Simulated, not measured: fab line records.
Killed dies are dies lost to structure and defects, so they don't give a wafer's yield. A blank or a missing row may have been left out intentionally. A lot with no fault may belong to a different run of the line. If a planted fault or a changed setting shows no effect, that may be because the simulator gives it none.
2 desks, one fault + flow gf180mcu + each desk holds nothing but its own numbers, with what lay behind them at the end

## AT THE TOOL OWNER'S DESK: pvd sputter-01
The tool's own readings at GF_M3_SPUTTER_03 (material Ti, target thk 10 nm, time 6.7 s): means of the sampled wafers that have a number, for each lot that ran on this tool. A lot is out of limits, marked OUT, if its mean lies more than 4 standard deviations from the usual mean; the brackets give that distance.
Columns: A = chamber pressure pa at GF_M3_SPUTTER_03, usual 0.3000 Pa; B = substrate temp c at GF_M3_SPUTTER_03, usual 299.98 C; C = throttle valve pct at GF_M3_SPUTTER_03, usual 30.1 %
| lot  | first seen here | A      | B      | C    |
|------|-----------------|--------|--------|------|
| L519 | day 24 06:10    | 0.2998 | 299.92 | 30.6 |
| L526 | day 26 23:14    | 0.2999 | 299.93 | 30.7 |
This desk's finding: nothing out of limits on any of the 2 lots.

## THE METROLOGY DESK
What the gauges read for every lot (on any tool): the sampled wafers with a number, averaged. A lot is out of limits, marked OUT, if its mean lies more than 4 standard deviations from the usual mean; the brackets give that distance.
Columns: A = V2_W_RS at GF_V2_RS_MEAS_24, usual 0.326 ohm/sq; B = V2_W_THK at GF_V2_THK_MEAS_25, usual 364 nm
| lot  | first seen here | A     | B   |
|------|-----------------|-------|-----|
| L519 | day 24 05:32    | 0.332 | 358 |
| L522 | day 25 09:39    | 0.322 | 373 |
| L525 | day 26 16:04    | 0.329 | 361 |
| L526 | day 26 22:35    | 0.323 | 369 |
| L531 | day 28 03:35    | 0.333 | 354 |
This desk's finding: nothing out of limits on any of the 5 lots.

## ALL TOGETHER
The desk of the tool owner found nothing out of limits.
At the metrology desk, nothing out of limits was observed.

## WHAT THE SIMULATOR HAD INSERTED
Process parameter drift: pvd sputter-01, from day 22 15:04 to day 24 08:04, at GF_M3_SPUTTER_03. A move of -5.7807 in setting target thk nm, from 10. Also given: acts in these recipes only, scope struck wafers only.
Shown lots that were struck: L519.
